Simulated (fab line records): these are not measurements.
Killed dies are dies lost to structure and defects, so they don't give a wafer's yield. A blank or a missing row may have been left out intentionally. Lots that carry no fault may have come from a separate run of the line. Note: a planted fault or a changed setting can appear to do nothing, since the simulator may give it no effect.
Comparing a struck lot with a sound one    flow sky130    17 out of 708 route steps
Sound: wafers L911.1, L911.2, L911.6. The struck wafers were L924.2, L924.4, L924.5. Last of all comes the cause.
For every step that has rows: the tool of each side, followed by ch and its chambers, followed by its first start. Under that, the readings that differ: sound wafers    struck wafers    difference of the means    sigmas: that difference in standard deviations of wafers without a fault.
alike: readings with means less than 2 such deviations apart, plus words and numbers identical on both sides. not compared: withheld readings, readings lacking a value on some wafer, bounds such as >300 that could conceal the same value, and numbers that have no deviation in the record and whose values overlap.
A row with sigmas, a row that says differs or no value, or rows on one side alone: a step with any of these is where the two part. When numbers do not overlap yet have no deviation, they are printed without sigmas and do not part them. A reading that every wafer of one side lacks parts them only if that side has two wafers or more.

SKY_GATE_OXIDE_TW_MEAS_14:
  struck on film_metro-01, day 20 12:20; sound on film_metro-03, day 14 22:16
  alike: GATE_OXIDE_TW
then, 3 steps without rows for these wafers: SKY_GATE_OXIDE_CLEAN_15 (cleans in SC1/SC2, time 150 s); SKY_GATE_OXIDE_OXIDATION_16 (stabilise 600 s, purge 300 s, target thk 3.57 nm); SKY_POLY_GATE_CVD_00 (deposits poly-Si, target thk 180 nm, time 720 s).
SKY_POLY_GATE_THK_MEAS_01:
  struck on film_metro-02, day 20 15:12; sound on film_metro-03, day 15 01:22
  alike: POLY_GATE_CVD_00_THK
then, 7 steps without rows for these wafers: SKY_RES_PROTECT_DEHYDRATE_00 (time 60 s); SKY_RES_PROTECT_HMDS_01 (prime time 60 s); SKY_RES_PROTECT_COAT_02 (resist thk 1140 nm); SKY_RES_PROTECT_SOFTBAKE_03 (time 60 s); SKY_RES_PROTECT_EXPOSE_04 (exposes mask RPM, target cd 1270 nm); SKY_RES_PROTECT_PEB_05; SKY_RES_PROTECT_DEVELOP_06 (develop time 60 s).
SKY_POLY_GATE_IMPLANT_02:
  sound on implanter-04 ch 0, day 16 07:05; struck on implanter-04 ch 0, day 21 22:19
reading                           sound                          struck                        difference  sigmas
beam_on_s (s)                     33.0 31.5 32.1                 12.9 12.6 12.4                -19.6       -15
dose_ions_cm2                     7.706e+15 7.714e+15 7.705e+15  2.927e+15 2.921e+15 2.92e+15  -4.786e+15  -99 or more
end_station_pressure_torr (Torr)  1.11e-05 1.12e-05 1.18e-05     1.61e-05 1.55e-05 1.53e-05    +4.27e-06   +6
SKY_RES_PROTECT_STRIP_07: strips in O2/N2.
  sound on plasma_asher-01 ch 0,1, day 16 07:14; struck on plasma_asher-01 ch 0,1, day 21 22:26
reading                       sound              struck             difference  sigmas
oes_product_au (a.u.)         0.526 0.513 0.517  0.572 0.573 0.579  +0.056      +12
strip_time_to_endpoint_s (s)  23.33 23.31 23.33  19.53 19.50 19.49  -3.82       -91
  alike: chamber_pressure_mTorr, drypump_motor_current_A
  not compared: rf_hours_counter_h
SKY_RES_PROTECT_TW_MEAS_08:
  struck on film_metro-04, day 21 22:32; sound on film_metro-03, day 16 07:20
reading       sound           struck          difference  sigmas
POLY_GATE_TW  3973 3978 3968  3738 3754 3752  -225        -4
then, 1 step without rows for these wafers: SKY_RES_PROTECT_CLEAN_09 (cleans in SC1/SC2, time 150 s).
-- here the record skips 29 days between the struck wafers' starts before and after, leaving off in module RES_PROTECT and picking up in module PAD_OPEN (first step shown: number 708 of the route) --
SKY_PAD_OPEN_PROBE_99:
  struck on prober-02, day 51 05:19; sound on prober-01, day 47 15:36
reading                                    sound              struck             difference  sigmas
model.etest.res_poly.line_ohm_um           494.7 509.9 502.6  1551 1498 1490     +1011       
model.etest.licon_poly.rc_ohm              159 153.1 155.2    933.4 924 927.5    +772.5      
model.etest.res_poly.rs_ohm_sq             47.53 47.25 47.57  142.4 142.8 143.4  +95.4       
model.etest.nfet_01v8.r_on_ohm_um          844 835 838.9      878.8 881.1 886.7  +42.9       
model.etest.nfet_01v8_swapped.drive_ua_um  505.1 502.2 500.3  459.9 461.5 460.9  -41.8       
model.etest.nfet_01v8_turned.drive_ua_um   505.1 507.3 502.8  457.6 461.3 462.7  -44.5       
model.etest.nfet_01v8.drive_ua_um          504.4 504.8 500.7  454.7 457.3 458.1  -46.6       
model.etest.nfet_01v8_lvt.drive_ua_um      575 573.9 569.2    525.7 529.5 526.4  -45.5       
  alike: killed_at_M0_to_M3, killed_at_M4_up, killed_at_contacts, killed_at_front_end, killed_at_other, killed_dies, killed_open, killed_short

== WHERE THEY PART ==
Last at SKY_RES_PROTECT_TW_MEAS_08 as far as this record goes, first at SKY_POLY_GATE_IMPLANT_02. Later steps at which nothing parts them and some readings are alike: SKY_PAD_OPEN_PROBE_99.

WHY: what the simulator had put in
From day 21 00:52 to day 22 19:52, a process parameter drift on implanter-04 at SKY_POLY_GATE_IMPLANT_02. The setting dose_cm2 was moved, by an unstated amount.
